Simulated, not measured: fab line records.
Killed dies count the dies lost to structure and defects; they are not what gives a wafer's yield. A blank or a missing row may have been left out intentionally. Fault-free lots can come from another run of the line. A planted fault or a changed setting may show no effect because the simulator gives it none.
Chamber matching    flow gf180mcu    4 sister chambers for GF_CONTACT_ETCH_16 on rie-diel-03
The step etches BARC in N2/H2. 4 wafers are shown with their chamber, then 10 later ones without.

## WAFERS WITH THEIR CHAMBER
wafer   chamber  drypump-motor-current-A (A)
L087.2  0        5.3
L087.6  3        5.4
L090.2  2        5.9
L090.3  1        5.1

## WAFERS WITH NO CHAMBER GIVEN
wafer   drypump-motor-current-A (A)
L090.5  5.9
L092.1  5.5
L092.3  5.1
L092.4  5.3
L096.1  5.9
L096.2  5.3
L096.3  5.4
L096.4  5.1
L096.5  5.9
L096.6  5.1

## CHAMBER TAKEN BY EACH
wafer   from the rows above  in truth
L090.5  2                    2
L092.1  3                    3
L092.3  1                    1
L092.4  0                    0
L096.1  2                    2
L096.2  0                    0
L096.3  3                    3
L096.4  1                    1
L096.5  2                    2
L096.6  1                    1
Correctly placed: 10 of 10. Number that these rows cannot place: 0. Placed wrongly: 0.
How it was worked out, from the rows above alone: a wafer's distance from a chamber is the root of the sum, over the readings, of the square of ((its reading less the chamber's mean) divided by the reading's scatter). The wafer belongs to the nearest chamber; if the next one is less than 2 further off, it can't be placed. Each chamber's mean is taken over the wafers shown for it. The scatter: root of mean squared gap, hidden wafer to nearest shown wafer, with one shown wafer a chamber.
